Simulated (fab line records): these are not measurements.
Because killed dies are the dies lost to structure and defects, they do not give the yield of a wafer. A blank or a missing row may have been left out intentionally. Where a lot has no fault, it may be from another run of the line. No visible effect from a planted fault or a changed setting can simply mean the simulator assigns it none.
Lot-split experiment -- flow sfq line -- on a route of 325 steps: 5 lots, 23 wafers read

THE SPLIT
At SFQ_TRILAYER_L0_VIA_LITHO_COAT_013 (resist thk 650 nm), the setting resist thk nm was moved away from the recipe's 650 nm on 10 of the 23 wafers read, by -4.8% to +4.9%. For the rest of the wafers, this setting stayed at what the recipe calls for.

FROM THE SPLIT TO THE READING: what the file shows between them, 3 steps
- SFQ_TRILAYER_L0_VIA_LITHO_SOFTBAKE_017
- SFQ_TRILAYER_L0_VIA_LITHO_EXPOSE_014: exposes mask L0V, target cd 700 nm
- SFQ_TRILAYER_L0_VIA_LITHO_DEVELOP_015: time 60 s

THE READING
KrF_of_TRILAYER_L0_VIA_LITHO_COAT_013.thk nm (the simulator's own value, which no gauge read), in nm, at SFQ_TRILAYER_L0_VIA_BARC_OPEN_VIA_ETCH_021 (etches BARC in O2, target depth 125 nm, time 41.7 s). The file gives no usual value for it. The 13 wafers here that ran the recipe average 574.4 nm, standard deviation 2.8 nm.

wafer,"tool, chamber at the split","resist thk nm as run, nm",against the recipe,"KrF_of_TRILAYER_L0_VIA_LITHO_COAT_013.thk nm, nm",against lot-mates on the recipe
L075.2,"litho track-02, 0",650,recipe,573.3,-
L075.5,"litho track-02, 0",650,recipe,573.2,-
L075.6,"litho track-02, 0",650,recipe,576.2,-
L078.1,"litho track-03, 0",650,recipe,576.1,-
L078.2,"litho track-03, 0",618.7,-4.8%,544.5,-33.3
L078.3,"litho track-03, 0",650,recipe,577.6,-
L078.4,"litho track-03, 0",650,recipe,579.7,-
L078.5,"litho track-03, 0",618.7,-4.8%,545.4,-32.4
L081.1,"litho track-04, 0",650,recipe,571.8,-
L081.2,"litho track-04, 0",667.2,+2.6%,586.9,+16.1
L081.3,"litho track-04, 0",667.2,+2.6%,585.2,+14.5
L081.4,"litho track-04, 0",650,recipe,569.7,-
L081.5,"litho track-04, 0",667.2,+2.6%,585.7,+15.0
L083.2,"litho track-03, 0",629,-3.2%,556.1,-19.4
L083.3,"litho track-03, 0",650,recipe,577.1,-
L083.4,"litho track-03, 0",650,recipe,573.3,-
L083.5,"litho track-03, 0",650,recipe,576,-
L083.6,"litho track-03, 0",629,-3.2%,556.2,-19.3
L085.1,"litho track-03, 0",682.1,+4.9%,608.3,+36.8
L085.2,"litho track-03, 0",650,recipe,571.1,-
L085.3,"litho track-03, 0",682.1,+4.9%,607.3,+35.8
L085.5,"litho track-03, 0",650,recipe,572,-
L085.6,"litho track-03, 0",682.1,+4.9%,607.5,+36.0

THE FIT
A straight line over all 23 wafers: KrF_of_TRILAYER_L0_VIA_LITHO_COAT_013.thk nm changes by +6.11 nm for each +1% of resist thk nm; r = +0.98; the points scatter about the line by 3.1 nm.
The same after taking each lot's own level away (the mean of its wafers on the recipe; 23 wafers): +6.79 nm for each +1%; r = +0.99; scatter 2 nm.
The reading moves by 34 nm for the largest change in resist thk nm, on that fit.
Across the lots, their own levels run from 570.75 to 577.80 nm, a range of 2.5 times the standard deviation given above.
The two slopes agree, so the slope changes little with the lot-to-lot level.
Check: for one of the wafers moved furthest among these (+4.9%), held out of the fit, the line's prediction against its lot-mates is +33.1 nm. Against them it came out at +36.8 nm.

OTHER SPLITS APPLIED TO THESE WAFERS
These wafers also went through other splits before the reading. Each is held against what the fit with the lots' levels taken away leaves over:
other split on the same wafers,wafers away from the commonest value,r with KrF_of_TRILAYER_L0_VIA_LITHO_COAT_013.thk nm (lot level and that fit taken away)
SFQ_TRILAYER_L0_LITHO_COAT_005 resist thk nm,11,+0.29
SFQ_TRILAYER_L0_ETCH_METAL_ETCH_008 time s,10,+0.06

THE WHOLE CHAIN: every reading that the file lists as answering this split, in the file's order
step,what it does,reading,change (the file's fit),r (the file's)
SFQ_TRILAYER_L0_VIA_LITHO_COAT_013,resist thk 650 nm,"KrF_of_TRILAYER_L0_VIA_LITHO_COAT_013.thk nm (the simulator's own value, which no gauge read)",+6.62 nm for each +1% of the setting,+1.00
SFQ_TRILAYER_L0_VIA_BARC_OPEN_VIA_ETCH_021,"etches BARC in O2, target depth 125 nm, time 41.7 s","KrF_of_TRILAYER_L0_VIA_LITHO_COAT_013.thk nm (the simulator's own value, which no gauge read)",+6.75 nm for each +1% of the setting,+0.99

THE FILE'S OWN FIT
KrF_of_TRILAYER_L0_VIA_LITHO_COAT_013.thk nm changes by +6.75 nm for each +1% of resist thk nm, r = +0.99.
